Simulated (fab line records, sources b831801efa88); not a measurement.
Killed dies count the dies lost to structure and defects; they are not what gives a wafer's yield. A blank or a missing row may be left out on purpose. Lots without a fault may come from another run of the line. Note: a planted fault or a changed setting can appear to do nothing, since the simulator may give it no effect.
Which tool did it?	flow gf180mcu	15 lots (45 wafers sampled), 1 step of a 602-step route

WHAT THE GAUGES READ, wafer by wafer
No reading from a measuring or inspecting step in the record can be judged against a usual standard deviation.

WHAT TOOL EACH LOT RAN ON (gives the tool, then ch and the chambers of the sampled wafers, and finally the start)
lot	GF_V1_DEVELOP_13
L218	litho-track-02 ch 0, day 19 08:21
L217	litho-track-03 ch 0, day 19 10:32
L219	litho-track-03 ch 0, day 19 22:32
L221	litho-track-03 ch 0, day 20 15:41
L222	litho-track-02 ch 0, day 20 15:51
L223	litho-track-03 ch 0, day 21 05:38
L224	litho-track-04 ch 0, day 21 12:16
L227	litho-track-04 ch 0, day 22 14:47
L228	litho-track-03, day 22 16:26
L229	litho-track-03, day 23 09:49
L230	litho-track-02, day 23 14:33
L231	litho-track-04 ch 0, day 23 20:17
L236	litho-track-04 ch 0, day 25 06:38
L237	litho-track-02 ch 0, day 25 15:24
L238	litho-track-04 ch 0, day 26 00:13
- GF_V1_DEVELOP_13: develop time 60 s.

WHAT THE TOOLS THEMSELVES READ (means of the sampled wafers that have a number; where no wafer has one, the mark that the record gives instead)
GF_V1_DEVELOP_13.
lot	tool	chill-plate-temp-C (C)	developer-temp-C (C)
L218	litho-track-02	23.01	21.09
L217	litho-track-03	22.96	21.01
L219	litho-track-03	23.09	21.05
L221	litho-track-03	22.99	20.93
L222	litho-track-02	23.10	20.97
L223	litho-track-03	23.08	21.02
L224	litho-track-04	23.04	21.16
L227	litho-track-04	22.96	21.08
L228	litho-track-03	-	-
L229	litho-track-03	-	-
L230	litho-track-02	-	-
L231	litho-track-04	22.90	20.97
L236	litho-track-04	22.90	20.78
L237	litho-track-02	22.93	21.16
L238	litho-track-04	23.15	20.89

THE ANSWER, worked out from the rows above alone
Rule: the usual values come from the lots themselves. Put in order of their means at a reading, lots are off if they are a third of the lots or fewer, leave a main group of 4 or more, and stand apart from it by a gap of 3 or more times the standard deviation of the main group's means; of several such gaps the widest counts. A main group whose means are all the same, to the digits that the tables above print for the reading, isn't used. Also off: a lot with no number at a reading for which 4 or more lots have one. Where the step has rows for the other lots, those lots are counted as sound. Order of review: gauges by route order, followed by the tools' own readings, for which a lot's mean as printed above is used. At the first step where some lot is off, the reading lying furthest off is the one used; lots without a number count as furthest.
Off: L228, L229, L230, at GF_V1_DEVELOP_13 (chill-plate-temp-C). Without a number there: L228, L229, L230. The main group: mean 23.01 C, standard deviation 0.08.
If a tool, at that step or one of the process steps before it, ran each lot that is off and ran no sound lot following the first of them, it fits. Not one of the candidates tried fits.

WHAT THE SIMULATOR HAD PUT IN
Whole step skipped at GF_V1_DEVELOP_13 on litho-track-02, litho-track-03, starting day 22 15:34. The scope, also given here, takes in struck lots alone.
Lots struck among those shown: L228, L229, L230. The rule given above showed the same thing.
